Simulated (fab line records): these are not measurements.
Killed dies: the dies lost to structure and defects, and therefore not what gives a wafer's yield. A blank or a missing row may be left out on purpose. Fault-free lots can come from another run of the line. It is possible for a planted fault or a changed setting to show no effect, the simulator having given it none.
Which of the tools did it? + flow gf180mcu + 12 lots, 36 wafers sampled, at 3 steps of a route of 602

## WHAT THE GAUGES READ, wafer by wafer
GF_V5_RS_MEAS_24: uses a four-point probe to measure.
| lot  | measured     | on            | V5_W_RS (ohm/sq)  |
|------|--------------|---------------|-------------------|
| L120 | day 27 20:48 | film-metro-03 | 0.325 0.323 0.321 |
| L121 | day 28 01:27 | film-metro-04 | 0.326 0.327 0.322 |
| L122 | day 28 05:50 | film-metro-01 | 0.329 0.323 0.328 |
| L123 | day 28 12:23 | film-metro-01 | 0.333 0.327 0.328 |
| L124 | day 29 05:21 | film-metro-01 | 0.326 0.334 0.328 |
| L125 | day 29 15:01 | film-metro-01 | 0.332 0.334 0.335 |
| L126 | day 29 15:42 | film-metro-04 | 0.325 0.325 0.322 |
| L127 | day 29 18:32 | film-metro-04 | 0.329 0.327 0.326 |
| L136 | day 32 15:46 | film-metro-01 | 0.327 0.328 0.329 |
| L138 | day 32 22:04 | film-metro-03 | 0.333 0.333 0.326 |
| L137 | day 32 17:35 | film-metro-03 | 0.325 0.326 0.326 |
| L139 | day 33 03:03 | film-metro-03 | 0.332 0.328 0.331 |

GF_TOP_METAL_THK_MEAS_06: measures by xrf.
| lot  | measured     | on            | TOP_METAL_ALCU_THK (nm) |
|------|--------------|---------------|-------------------------|
| L120 | day 27 21:37 | film-metro-03 | 925 924 917             |
| L121 | day 28 02:16 | film-metro-03 | 903 909 912             |
| L122 | day 28 06:39 | film-metro-02 | 908 918 900             |
| L123 | day 28 13:12 | film-metro-04 | 912 922 907             |
| L124 | day 29 06:09 | film-metro-04 | 929 931 937             |
| L125 | day 29 15:49 | film-metro-03 | 908 922 910             |
| L126 | day 29 16:31 | film-metro-02 | 923 930 941             |
| L127 | day 29 19:22 | film-metro-04 | 930 916 934             |
| L136 | day 32 16:35 | film-metro-03 | 910 902 904             |
| L138 | day 32 22:53 | film-metro-04 | 951 942 947             |
| L137 | day 32 18:23 | film-metro-04 | 928 932 936             |
| L139 | day 33 03:52 | film-metro-03 | 919 922 898             |

## WHICH TOOL RAN EACH LOT (tool, then ch and the chambers of the sampled wafers, then the start)
| lot  | GF_V2_CMP_26                  |
|------|-------------------------------|
| L120 | cmp-02 ch 0,1,3, day 21 00:55 |
| L121 | cmp-01 ch 2,3, day 21 06:43   |
| L122 | cmp-02 ch 0,1,3, day 21 13:54 |
| L123 | cmp-01 ch 2,3, day 21 19:24   |
| L124 | cmp-02 ch 2,3, day 22 16:29   |
| L125 | cmp-01 ch 0,2,3, day 23 03:55 |
| L126 | cmp-01 ch 1,3, day 23 04:26   |
| L127 | cmp-02 ch 0,1, day 23 06:58   |
| L136 | cmp-02 ch 0,2,3, day 26 21:25 |
| L138 | cmp-01 ch 0,1,2, day 27 02:53 |
| L137 | cmp-02 ch 0,1,2, day 27 03:04 |
| L139 | cmp-01 ch 0,1,2, day 27 11:08 |
- GF_V2_CMP_26: polishes, stops on SiO2, t overpolish 15 s, target thk 0 nm.

## AS READ BY THE TOOLS THEMSELVES (means over the sampled wafers that have a number; for cases with no such wafer, the mark the record gives instead)
GF_V2_CMP_26.
| lot  | tool   | motor-current-A (A) | overpolish-run-s (s) | time-to-endpoint-s (s) |
|------|--------|---------------------|----------------------|------------------------|
| L120 | cmp-02 | 10.9                | 15.009               | 81                     |
| L121 | cmp-01 | 10.8                | 15.002               | 88                     |
| L122 | cmp-02 | 10.2                | 15.001               | 83                     |
| L123 | cmp-01 | 10.3                | 15.004               | 88                     |
| L124 | cmp-02 | 12.1                | 14.995               | 86                     |
| L125 | cmp-01 | 11.2                | 14.999               | 87                     |
| L126 | cmp-01 | 11.0                | 15.008               | 88                     |
| L127 | cmp-02 | 11.0                | 14.995               | 75                     |
| L136 | cmp-02 | 11.9                | 14.993               | 86                     |
| L138 | cmp-01 | 11.8                | 15.003               | 89                     |
| L137 | cmp-02 | 11.6                | 15.002               | 82                     |
| L139 | cmp-01 | 11.2                | 14.994               | 86                     |

## THE ANSWER, worked out from the rows above alone
Rule: usual is defined by the lots themselves. The widest of any qualifying gaps counts: lots, ordered by their means at a reading, are off when they make up no more than a third of the lots, leave a main group of 4 or more, and stand apart from it by 3 or more times the standard deviation of that group's means. If all means in a main group match to the digits the tables above print for the reading, that group is not used. A lot without any number at a reading at which 4 lots or more have one is off too. The other lots that the step has rows for count as sound. Order of review: gauges by route order, followed by the tools' own readings, for which a lot's mean as printed above is used. At the first step where some lot is off, the reading lying furthest off is the one used; lots without a number count as furthest.
Across all readings shown, no lot is off: no conclusion can be drawn from this.

## WHAT THE SIMULATOR HAD INSERTED
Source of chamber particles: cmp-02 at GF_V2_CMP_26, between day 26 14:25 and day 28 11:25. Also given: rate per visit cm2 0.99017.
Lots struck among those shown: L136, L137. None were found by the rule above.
